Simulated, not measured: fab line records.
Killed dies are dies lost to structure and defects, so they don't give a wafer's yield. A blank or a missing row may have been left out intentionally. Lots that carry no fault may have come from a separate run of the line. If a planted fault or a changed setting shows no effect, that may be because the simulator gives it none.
fab line records ; flow sky130 ; part 2 of 2: steps 44 to 44 of 44
record lots=7; wafers=21; last_day=50
route steps=708 shown VIA2@525 METAL3@532 CAPM@537 PAD_OPEN@708
lots with no fault: from the same line, run without faults
start_h: hours from the record's first day to the start of the lot's first wafer shown ; wait_h: hours since the lot's step before ; " same as the row above ; L1.1+2: several wafers, shown together as one row ; - no value present, or no start provided ; * or withheld: withheld ; < > ~ a bound
route shown NAME@n: NAME is a module with steps in the file, n the number in the route of the first one ; usual: mean/standard deviation of fault-free wafers ; same: alike in all rows ; chamber/n: place in a boat ; sites: the reading at each site ; _std_site: how widely they spread, as a standard deviation ; _edge_site: mean of outer sites minus mean of inner sites ; radius_mm: how far each site lies from the wafer's centre ; mask NAME#n: copy n ; behind: the last tool/chamber to shape the wafer ; hold: why the lot went on hold/how many hours it stayed there/how the hold came to an end ; device: the n, p or np transistor that did not switch ; end of line: at the end of the route, the tests of the same wafers ; where a step has no rows: the recipe by itself ; killed: at the first sort, the dies lost to defects and structure; wafer yield is something else ; map: shows each die of a wafer: x if killed, . if not, _ if none is there
set.NAME: the setting the step ran with; set.NAME@STEP: the setting that earlier step ran with ; model.NAME: the simulator's own value behind a step, which no gauge read
certain route steps with their lots: each step a table, each wafer a row
services: the hour from which a tool's chamber was out of use, counted from the record's first day as start_h (under 0 if before that day), plus the number of hours and why
## steps
# step SKY_PAD_OPEN_PROBE_99
# usual defect_limited_yield=82.4/1.9; killed_at_M0_to_M3=44/7.2; killed_at_M4_up=3.2/1.8; killed_at_contacts=24/5.4; killed_at_front_end=15/4; killed_at_other=0.3/0.56; killed_dies=87/9.2; killed_open=47/7.3; killed_short=39/5.7
# same gross_dies=492; killed_at_back_side=0
lot.wafer;tool;chamber;start_h;wait_h;defect_limited_yield[%];killed_at_M0_to_M3;killed_at_M4_up;killed_at_contacts;killed_at_front_end;killed_at_other;killed_dies;killed_open;killed_short;model.etest.tester.sort_n_pass;model.etest.tester.sort_yield_pct;model.etest.tester.sort_bin_5_pct;model.etest.cap_mim.c_ff_um2_rim_less_centre;model.etest.tester.sort_bin_8_pct
L136.1;prober-01;-;1121.91;0.1;81.5;59;2;19;11;0;91;57;34;401;81.5;11.38;0.03095;0
L136.2;prober-01;-;1121.96;0.1;78.9;67;2;23;12;0;104;63;40;388;78.86;11.18;0.005814;0
L136.3;prober-01;-;1122.01;0.2;82.1;48;0;26;13;1;88;44;43;404;82.11;10.77;-0.01238;0
L138.2;prober-02;-;1125.93;0.1;84.3;38;2;24;12;1;77;46;31;415;84.35;10.37;-0.02248;0
L138.4;prober-02;-;1126.03;0.2;83.9;36;4;22;16;1;79;43;36;413;83.94;8.943;0.01935;0
L138.5;prober-02;-;1126.08;0.2;79.9;53;3;21;21;1;99;53;46;393;79.88;12.4;0.004669;0
L145.1;prober-01;-;1152.51;0.1;86.0;37;3;17;12;0;69;40;28;423;85.98;8.74;-0.02161;0
L145.4;prober-01;-;1152.66;0.2;85.6;34;0;23;14;0;71;35;36;363;73.78;20.33;0.7635;1.204e-05
L145.5;prober-01;-;1152.71;0.2;80.5;54;2;27;13;0;96;55;41;396;80.49;11.38;0.03993;0
L147.2;prober-01;-;1161.34;0.1;81.3;43;5;26;18;0;92;47;45;344;69.92;22.56;0.7609;1.196e-09
L147.3;prober-01;-;1161.39;0.2;83.5;38;8;18;17;0;81;52;29;411;83.54;10.16;-0.002985;0
L147.4;prober-01;-;1161.44;0.2;81.5;50;5;19;16;1;91;46;44;401;81.5;10.37;-0.02375;0
L149.2;prober-01;-;1170.68;0.1;81.3;38;4;29;21;0;92;46;45;400;81.3;10.37;-0.002088;0
L149.4;prober-01;-;1170.78;0.2;81.1;39;4;28;22;0;93;45;47;399;81.1;10.98;-0.01849;0
L149.6;prober-01;-;1170.88;0.2;84.6;34;2;24;16;0;76;39;35;367;74.59;18.09;0.7483;0.0001196
L152.3;prober-02;-;1187.48;0.2;83.1;37;1;24;21;0;83;47;36;409;83.13;10.57;0.01698;0
L152.4;prober-02;-;1187.53;0.2;83.7;31;2;18;29;0;80;48;31;412;83.74;8.74;0.01355;0
L152.5;prober-02;-;1187.58;0.2;83.7;39;3;19;18;1;80;49;31;412;83.74;11.38;-0.006146;0
L154.2;prober-02;-;1191.69;0.1;86.6;29;2;20;14;1;66;36;30;426;86.59;7.52;-0.02331;0
L154.3;prober-02;-;1191.74;0.2;82.7;40;7;21;17;0;85;35;50;407;82.72;9.959;-0.00791;0
L154.5;prober-02;-;1191.84;0.2;82.5;44;0;25;17;0;86;50;36;406;82.52;11.38;-0.009642;0
# killed by level:class
L136.1 VIA1:geometric_particle:open=16 VIA3:geometric_particle:open=8 LI_CONTACT:geometric_particle:open=8 CONTACT:geometric_particle:open=8 VIA1:geometric_particle:short=5 METAL1:geometric_particle:short=5 METAL2:geometric_particle:short=5 VIA2:geometric_particle:open=5
L136.2 VIA1:geometric_particle:open=24 CONTACT:geometric_particle:open=9 LI_CONTACT:geometric_particle:open=7 VIA2:geometric_particle:open=7 VIA1:geometric_particle:short=7 METAL1:geometric_particle:short=6 VIA3:geometric_particle:short=6 FIELD_ISO:geometric_particle:open=4
L136.3 VIA1:geometric_particle:open=13 CONTACT:geometric_particle:open=9 POLY_GATE:geometric_particle:short=7 VIA1:geometric_particle:short=7 LI_CONTACT:geometric_particle:open=6 VIA2:geometric_particle:open=6 CONTACT:geometric_particle:short=5 LOCAL_INTERCONNECT:geometric_particle:short=4
L138.2 VIA1:geometric_particle:open=13 CONTACT:geometric_particle:open=11 VIA1:geometric_particle:short=7 LI_CONTACT:geometric_particle:open=5 FIELD_ISO:geometric_particle:open=4 VIA3:geometric_particle:open=4 METAL1:geometric_particle:short=4 LOCAL_INTERCONNECT:geometric_particle:short=4
L138.4 VIA3:geometric_particle:open=11 VIA1:geometric_particle:open=9 LOCAL_INTERCONNECT:geometric_particle:short=6 CONTACT:geometric_particle:open=5 METAL1:geometric_particle:short=5 FIELD_ISO:geometric_particle:open=4 CONTACT:geometric_particle:short=4 METAL4:geometric_particle:short=4
L138.5 VIA1:geometric_particle:open=11 VIA3:geometric_particle:open=10 LI_CONTACT:geometric_particle:open=8 FIELD_ISO:geometric_particle:open=7 VIA2:geometric_particle:open=7 CONTACT:geometric_particle:short=6 VIA3:geometric_particle:short=6 VIA2:geometric_particle:short=5
L145.1 VIA1:geometric_particle:open=12 CONTACT:geometric_particle:short=5 VIA2:geometric_particle:open=5 LI_CONTACT:geometric_particle:open=4 LOCAL_INTERCONNECT:geometric_particle:short=4 CONTACT:geometric_particle:open=4 METAL2:geometric_particle:short=4 POLY_GATE:geometric_particle:open=3
L145.4 VIA1:geometric_particle:open=8 CONTACT:geometric_particle:open=7 FIELD_ISO:geometric_particle:short=6 LI_CONTACT:geometric_particle:open=6 LOCAL_INTERCONNECT:geometric_particle:short=5 METAL2:geometric_particle:short=5 VIA3:geometric_particle:open=5 CONTACT:geometric_particle:short=4
L145.5 VIA1:geometric_particle:open=12 CONTACT:geometric_particle:short=8 VIA3:geometric_particle:open=8 CONTACT:geometric_particle:open=8 VIA2:geometric_particle:open=8 METAL1:geometric_particle:short=7 VIA1:geometric_particle:short=6 LI_CONTACT:geometric_particle:open=5
L147.2 LI_CONTACT:geometric_particle:open=9 METAL1:geometric_particle:short=8 VIA2:geometric_particle:open=7 CONTACT:geometric_particle:short=6 VIA3:geometric_particle:open=6 CONTACT:geometric_particle:open=5 VIA1:geometric_particle:open=5 VIA3:geometric_particle:short=5
L147.3 CONTACT:geometric_particle:open=9 VIA1:geometric_particle:open=9 METAL1:geometric_particle:open=6 LI_CONTACT:geometric_particle:open=5 METAL4:geometric_particle:short=5 VIA3:geometric_particle:open=5 FIELD_ISO:geometric_particle:short=4 VIA1:geometric_particle:short=4
L147.4 VIA1:geometric_particle:open=18 METAL1:geometric_particle:short=7 POLY_GATE:geometric_particle:short=6 CONTACT:geometric_particle:open=6 VIA2:geometric_particle:open=5 METAL2:geometric_particle:short=5 POLY_GATE:geometric_particle:open=4 LOCAL_INTERCONNECT:geometric_particle:short=4
L149.2 VIA1:geometric_particle:open=10 FIELD_ISO:geometric_particle:short=9 CONTACT:geometric_particle:open=8 LI_CONTACT:geometric_particle:open=6 VIA2:geometric_particle:open=6 LOCAL_INTERCONNECT:geometric_particle:short=5 CONTACT:geometric_particle:short=5 METAL2:geometric_particle:short=5
L149.4 VIA1:geometric_particle:open=8 METAL2:geometric_particle:short=7 POLY_GATE:geometric_particle:short=6 LI_CONTACT:geometric_particle:open=6 LOCAL_INTERCONNECT:geometric_particle:short=6 CONTACT:geometric_particle:open=6 VIA3:geometric_particle:open=6 CONTACT:geometric_particle:short=5
L149.6 CONTACT:geometric_particle:open=12 VIA1:geometric_particle:open=7 VIA3:geometric_particle:open=5 FIELD_ISO:geometric_particle:short=4 LI_CONTACT:geometric_particle:open=4 VIA1:geometric_particle:short=4 METAL2:geometric_particle:short=4 POLY_GATE:geometric_particle:short=3
L152.3 CONTACT:geometric_particle:open=10 VIA2:geometric_particle:open=8 VIA1:geometric_particle:open=6 FIELD_ISO:geometric_particle:open=5 FIELD_ISO:geometric_particle:short=5 POLY_GATE:geometric_particle:short=5 POLY_GATE:geometric_particle:open=5 CONTACT:geometric_particle:short=5
L152.4 POLY_GATE:geometric_particle:open=10 LI_CONTACT:geometric_particle:open=9 FIELD_ISO:geometric_particle:open=8 VIA2:geometric_particle:open=5 POLY_GATE:geometric_particle:short=5 VIA3:geometric_particle:open=5 VIA1:geometric_particle:open=5 METAL2:geometric_particle:short=5
L152.5 VIA1:geometric_particle:open=10 FIELD_ISO:geometric_particle:open=7 VIA2:geometric_particle:open=6 CONTACT:geometric_particle:open=6 LI_CONTACT:geometric_particle:open=5 VIA1:geometric_particle:short=5 FIELD_ISO:geometric_particle:short=4 METAL1:geometric_particle:short=4
L154.2 CONTACT:geometric_particle:open=7 LI_CONTACT:geometric_particle:open=6 VIA1:geometric_particle:open=6 VIA2:geometric_particle:open=5 CONTACT:geometric_particle:short=4 METAL3:geometric_particle:short=4 FIELD_ISO:geometric_particle:short=3 POLY_GATE:geometric_particle:open=3
L154.3 CONTACT:geometric_particle:open=9 VIA3:geometric_particle:open=8 METAL1:geometric_particle:short=7 VIA1:geometric_particle:short=7 LOCAL_INTERCONNECT:geometric_particle:short=6 METAL4:geometric_particle:short=6 POLY_GATE:geometric_particle:short=5 LI_CONTACT:geometric_particle:open=4
L154.5 LI_CONTACT:geometric_particle:open=13 VIA1:geometric_particle:open=13 VIA2:geometric_particle:open=11 LOCAL_INTERCONNECT:geometric_particle:short=5 METAL3:geometric_particle:short=5 SPACER:geometric_particle:short=4 CONTACT:geometric_particle:short=4 VIA3:geometric_particle:short=4
## services
tool;chamber;start_h;hours;kind
rie_diel-03;0;887.95;4.0;repair
cvd_w-02;-;904.00;14.0;pm
rie_diel-03;0;907.70;4.6;repair
pecvd-01;-;910.37;1.6;repair
rie_diel-04;3;910.51;33.5;repair
pecvd-03;1;919.06;5.3;repair
pecvd-01;-;919.97;0.6;repair
rie_diel-02;3;923.00;10.9;repair
cvd_w-01;0;923.48;4.7;repair
pvd_sputter-04;-;923.77;2.0;repair
pecvd-01;-;925.38;0.7;repair
pvd_sputter-01;-;927.30;2.9;repair
pecvd-02;0;929.10;3.9;repair
pvd_sputter-03;-;930.74;1.1;repair
cvd_w-01;1;956.15;1.9;repair
pecvd-03;-;984.58;2.4;repair
rie_diel-03;0;997.67;10.1;repair
cvd_w-01;-;999.65;6.0;pm
pecvd-01;-;1009.52;5.5;pm
rie_diel-04;2;1010.83;4.7;repair
pecvd-01;-;1028.81;14.6;pm
rie_diel-02;0;1040.36;7.8;repair
pecvd-01;2;1046.32;17.2;repair
rie_diel-02;3;1048.02;3.1;repair
## key
first_sign step=SKY_CAPM_THK_MEAS_01; reading=CAPM_CVD_00_THK; direction=down; sigmas=8.7; usual=15.40; struck=13.71
effect step=SKY_METAL3_ETCH_17; reading=oes_product_au; direction=down; sigmas=7; usual=0.752; struck=0.707
model_effect step=SKY_PAD_OPEN_PROBE_99; value=etest.tester.sort_n_pass; without=412.3; struck=358
met_at SKY_CAPM_CVD_00
struck_wafers L145.4,L147.2,L149.6
fault kind=site_profile_drift; tool=pecvd-01; chamber=0; onset_h=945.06; steps=SKY_CAPM_CVD_00; basis=fraction; max_abs_drift=0.26174; slope_share_per_hr=58.163; site_pattern=0,0,0,0,0,-1,-1,-1,-1
